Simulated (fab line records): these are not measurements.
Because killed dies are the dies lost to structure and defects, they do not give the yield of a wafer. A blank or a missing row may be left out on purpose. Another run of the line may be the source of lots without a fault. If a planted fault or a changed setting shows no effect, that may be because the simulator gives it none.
Code-filled problem report in 8D (eight disciplines) form | flow sky130 | the parts of the form that need people (team, actions taken, sign-off) are left out

== 1. THE ISSUE ==
Mean of dose ions cm2 at SKY_LDD_P_IMPLANT_09: 9.670e+12 across 6 wafers in 2 lots; on wafers with no fault it is 9.998e+12 (standard deviation 1.2e+10). That puts it -27 standard deviations away from the usual mean.
The first sign was on wafer L429.2 at day 25 14:58, on implanter-01. Wafers with a number at this step in the record: 39, from 13 lots. The rule behind "out" and "out of limits": a value lying over 4 standard deviations away from the usual mean. All remaining wafers that have a number are taken as sound.

== 2. WHAT THIS IS AND IS NOT ==
question                    | is                     | is not
which readings at this step | dose ions cm2          | -
which lots                  | L429, L430             | L411, L412, L413, L414, L415, L418, L420, L422, L428, L432, L434
which wafers of those lots  | all that have a number | -
read on which tools         | implanter-01           | implanter-03, implanter-04
when                        | from day 25 14:58      | up to then (27 sound wafers); but 6 sound wafers of L432, L434 came after

== 3. WHAT RULES OUT EACH SUSPECT ==
Counting: a tool at a process step up to the reading stays a suspect if it ran every lot that is out and no sound lot after the first of them.
- implanter-01 at SKY_LDD_P_IMPLANT_09: kept. It processed each lot that is out, first L429 at day 25 14:58, and no sound lot thereafter; up to then, the last sound lot it processed was L428 at day 25 09:35. On those wafers its own readings are out: dose ions cm2.
Left after counting: implanter-01 at SKY_LDD_P_IMPLANT_09.

== 4. THE CAUSE (what the simulator had put in) ==
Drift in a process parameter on implanter-01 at SKY_LDD_P_IMPLANT_09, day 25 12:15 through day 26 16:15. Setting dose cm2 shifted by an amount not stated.
This tool alone remained once counting was done.

== 5. SEQUENCE OF EFFECTS, ordered by route ==
Rows list readings where the struck wafers' mean (over those with a number) sits beyond 3 standard deviations from the usual. Only readings whose record carries a usual standard deviation are examined. hours: median over the lots of the time between each lot's start at the first step of this table that gives one and its start at this step. sigmas: the change, counted in usual standard deviations.
hours | step                 | reading       | usual     | on struck wafers | change     | sigmas
0     | SKY_LDD_P_IMPLANT_09 | dose ions cm2 | 9.998e+12 | 9.670e+12        | -3.283e+11 | -27
The process steps in it:
- SKY_LDD_P_IMPLANT_09
Later steps that measure or inspect, where all struck wafers having a row at the step show a number for every such reading and not one has moved that far: SKY_VIA2_THK_MEAS_01.

== 6. WHAT WOULD HAVE CAUGHT IT SOONER ==
The fault began at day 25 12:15; the first out-of-limits reading in this record came at day 25 14:58, 3 hours later.
